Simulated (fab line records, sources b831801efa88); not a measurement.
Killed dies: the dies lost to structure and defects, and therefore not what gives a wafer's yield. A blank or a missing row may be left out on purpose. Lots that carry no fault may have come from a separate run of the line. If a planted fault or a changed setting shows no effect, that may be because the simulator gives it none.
Chamber matching ; flow sky130 ; SKY_VIA4_CMP_02 on cmp-02: 4 sister chambers
The step polishes SiO2. 22 wafers are shown with their chamber, then 11 later ones without.

WAFERS, EACH WITH ITS CHAMBER
wafer;chamber;motor current A (A)
L074.3;0;13.8
L074.4;2;11.5
L074.5;3;13.3
L075.4;0;12.7
L075.5;2;11.3
L075.6;1;12.7
L077.3;3;12.9
L077.5;0;12.9
L077.6;3;12.8
L079.1;2;10.5
L079.3;3;12.1
L079.5;0;14.1
L080.2;1;12.1
L080.3;3;13.0
L080.6;3;13.5
L081.1;1;12.8
L081.2;3;12.5
L081.4;0;13.5
L083.2;2;11.7
L083.4;0;13.5
L083.6;1;12.3
L084.1;0;13.8

SIGNATURES, as means of the wafers listed above
reading;chamber 0;chamber 1;chamber 2;chamber 3;scatter within a chamber
motor current A;13.471;12.475;11.250;12.871;0.473
Rule: a wafer's distance from a chamber is the root of the sum, over the readings, of the square of ((its reading less the chamber's mean) divided by the reading's scatter). If the next closest chamber is less than 2 further off than the closest, the wafer can't be placed; otherwise it belongs to the closest. How the scatter is found: for the shown wafers, subtract from each reading the mean of its chamber, square and add these, divide the total by (wafers less chambers), then take the root.

WAFERS WITH NO CHAMBER GIVEN
wafer;motor current A (A)
L084.5;12.8
L084.6;12.9
L089.2;12.2
L089.4;12.5
L089.5;12.5
L095.2;12.8
L095.3;11.3
L095.5;12.6
L097.1;13.5
L097.5;12.7
L097.6;11.3

THE CHAMBER EACH PASSED THROUGH
wafer;from the rows above;in truth
L084.5;can't be placed: 3 or 1 or 0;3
L084.6;can't be placed: 3 or 1 or 0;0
L089.2;can't be placed: 1 or 3 or 2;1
L089.4;can't be placed: 1 or 3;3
L089.5;can't be placed: 1 or 3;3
L095.2;can't be placed: 3 or 1 or 0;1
L095.3;2;2
L095.5;can't be placed: 1 or 3 or 0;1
L097.1;can't be placed: 0 or 3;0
L097.5;can't be placed: 3 or 1 or 0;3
L097.6;2;2
2 of 11 placed correctly. Can't be placed from these rows: 9 (the true chamber is among the candidates in 9). Number placed wrongly: 0.
